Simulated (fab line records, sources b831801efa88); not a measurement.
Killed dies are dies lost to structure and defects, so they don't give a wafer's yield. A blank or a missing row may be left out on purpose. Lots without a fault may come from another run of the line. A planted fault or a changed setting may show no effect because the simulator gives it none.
A struck lot beside a sound one | flow sky130 | 15 steps out of a route of 708
Sound: wafers L342.1, L342.2, L342.5. Struck: wafer L330.4. (L330.5 of the same lot was not struck and is left out.) The cause comes at the end.
At each step with rows: each side's tool, then ch and its chambers, then its first start. Under that, the readings that differ: sound wafers | struck wafers | difference of the means | sigmas: that difference in standard deviations of wafers without a fault.
alike: readings whose means differ by less than 2 such deviations, and words and numbers that are the same on both sides. not compared: withheld readings, readings that some wafer has no value for, bounds like >300 that may hide the same value, and numbers for which the record gives no deviation and whose values overlap.
The two part at a step that has a row with sigmas, a row that says differs or no value, or rows on one side only. Numbers that don't overlap but have no deviation are shown without sigmas and don't part them. A reading that every wafer of one side lacks parts them only if that side has two wafers or more.

SKY_VIA2_CMP_02: polishes SiO2.
  sound on cmp-02 ch 0,2, day 40 00:13; struck on cmp-01 ch 2, day 36 08:35
  alike: head_pressure_psi, motor_current_A
SKY_VIA2_BOW_MEAS_03:
  sound on film_metro-02, day 40 00:28; struck on film_metro-01, day 36 08:53
  alike: VIA2_BOW
then, 8 steps without rows for these wafers: SKY_VIA2_DEHYDRATE_04 (time 60 s); SKY_VIA2_HMDS_05 (prime time 60 s); SKY_VIA2_COAT_06 (resist thk 60 nm); SKY_VIA2_COAT_07 (resist thk 450 nm); SKY_VIA2_SOFTBAKE_08 (time 90 s); SKY_VIA2_EXPOSE_09 (exposes mask VIM2, target cd 200 nm); SKY_VIA2_PEB_10; SKY_VIA2_DEVELOP_11 (develop time 60 s).
SKY_VIA2_CD_MEAS_12: target cd 200 nm.
  sound on cd_sem-01, day 41 01:26; struck on cd_sem-02, day 37 10:36
  alike: cd_nm
SKY_VIA2_OVL_MEAS_13:
  sound on overlay-02, day 41 01:34; struck on overlay-02, day 37 10:41
  alike: VIA2_OVL
SKY_VIA2_ETCH_14: etches BARC in N2/H2, stops on SiO2, time 45.9 s, target depth 60 nm.
  sound on rie_diel-01 ch 0,3, day 41 01:36; struck on rie_diel-01 ch 0, day 37 10:43
  reading               | sound             | struck | difference | sigmas
  oes_product_au (a.u.) | 0.852 0.856 0.866 | 0.877  | +0.019     | +4
  run_length_s (s)      | 73.5 74.3 74.6    | 72.3   | -1.8       | -5
  alike: drypump_motor_current_A, throttle_valve_pct
  not compared: bias_w, rf_hours_counter_h
SKY_VIA2_ETCH_15: etches SiO2 in C4F8/O2/Ar, stops on TiN, target depth 546 nm, time 84 s.
  sound on rie_diel-01 ch 0,3, day 41 01:38; struck on rie_diel-01 ch 0, day 37 10:46
  reading    | sound          | struck | difference | sigmas
  bias_w (W) | 1201 1209 1212 | 1196   | -11        | -3
  alike: oes_product_au, run_length_s
  not compared: rf_hours_counter_h
-- the record jumps here: 9 days lie between the struck wafers' starts before and after (it left off in module VIA2 and takes up again in module PAD_OPEN, whose first step shown is number 708 of the route) --
SKY_PAD_OPEN_PROBE_99:
  sound on prober-01, day 49 12:31; struck on prober-02, day 46 15:10
  alike: defect_limited_yield, killed_at_M0_to_M3, killed_at_M4_up, killed_at_contacts, killed_at_front_end, killed_at_other, killed_dies, killed_open, killed_short, sort_bin_3_pad_short, sort_bin_5_function, sort_bin_6_memory, sort_n_pass, sort_yield_pct

WHERE THEY PART
First at SKY_VIA2_ETCH_14; last, within this record, at SKY_VIA2_ETCH_15. Later steps at which nothing parts them and some readings are alike: SKY_PAD_OPEN_PROBE_99.

WHY: what the simulator had put in
Process parameter drift: rie_diel-01, from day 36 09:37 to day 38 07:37, at SKY_VIA2_ETCH_14. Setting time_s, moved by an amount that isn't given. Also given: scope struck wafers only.
